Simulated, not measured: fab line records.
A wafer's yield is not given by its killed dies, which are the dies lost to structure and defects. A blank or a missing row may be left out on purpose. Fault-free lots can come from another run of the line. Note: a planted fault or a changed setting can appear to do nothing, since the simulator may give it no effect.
Chamber matching ; flow sky130 ; 4 sister chambers for SKY_VIA2_ETCH_14 on rieDiel-04
The step etches BARC in N2/H2, stops on SiO2, time 45.9 s, target depth 60 nm. 8 wafers are shown with their chamber, then 9 later ones without.

WAFERS, EACH WITH ITS CHAMBER
wafer;chamber;drypumpMotorCurrentA (A);throttleValvePct (%)
L078.3;1;5.4;13.238
L078.5;2;5.4;13.207
L080.4;2;5.4;13.222
L082.1;3;5.4;13.221
L082.5;3;5.3;13.216
L083.2;1;5.4;13.226
L083.3;0;5.5;13.243
L083.4;0;5.4;13.224

WAFERS WITHOUT THEIR CHAMBER
wafer;drypumpMotorCurrentA (A);throttleValvePct (%)
L084.2;5.5;13.229
L084.5;5.4;13.239
L084.6;5.5;13.225
L087.1;5.3;13.234
L087.2;5.4;13.225
L087.3;5.5;13.219
L092.1;5.4;13.227
L092.3;5.5;13.226
L092.5;5.5;13.227

EACH ONE'S CHAMBER
wafer;from the rows above;in truth
L084.2;can't be placed: 0 or 1 or 2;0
L084.5;can't be placed: 1 or 0 or 3 or 2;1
L084.6;can't be placed: 0 or 1 or 2 or 3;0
L087.1;can't be placed: 3 or 1 or 2 or 0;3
L087.2;can't be placed: 1 or 2 or 3 or 0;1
L087.3;can't be placed: 0 or 2 or 1 or 3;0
L092.1;can't be placed: 1 or 0 or 2 or 3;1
L092.3;can't be placed: 0 or 1 or 2 or 3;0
L092.5;can't be placed: 0 or 1 or 2 or 3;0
Correct placement for 0 of the 9. Unplaceable from these rows: 9, with the true chamber sitting among the candidates in 9. Number placed wrongly: 0.
How it was worked out, from the rows above alone: a wafer's distance from a chamber is the root of the sum, over the readings, of the square of ((its reading less the chamber's mean) divided by the reading's scatter). If the next closest chamber is less than 2 further off than the closest, the wafer can't be placed; otherwise it belongs to the closest. For every chamber, the mean is computed from those of its wafers that are shown. How the scatter is found: for the shown wafers, subtract from each reading the mean of its chamber, square and add these, divide the total by (wafers less chambers), then take the root.
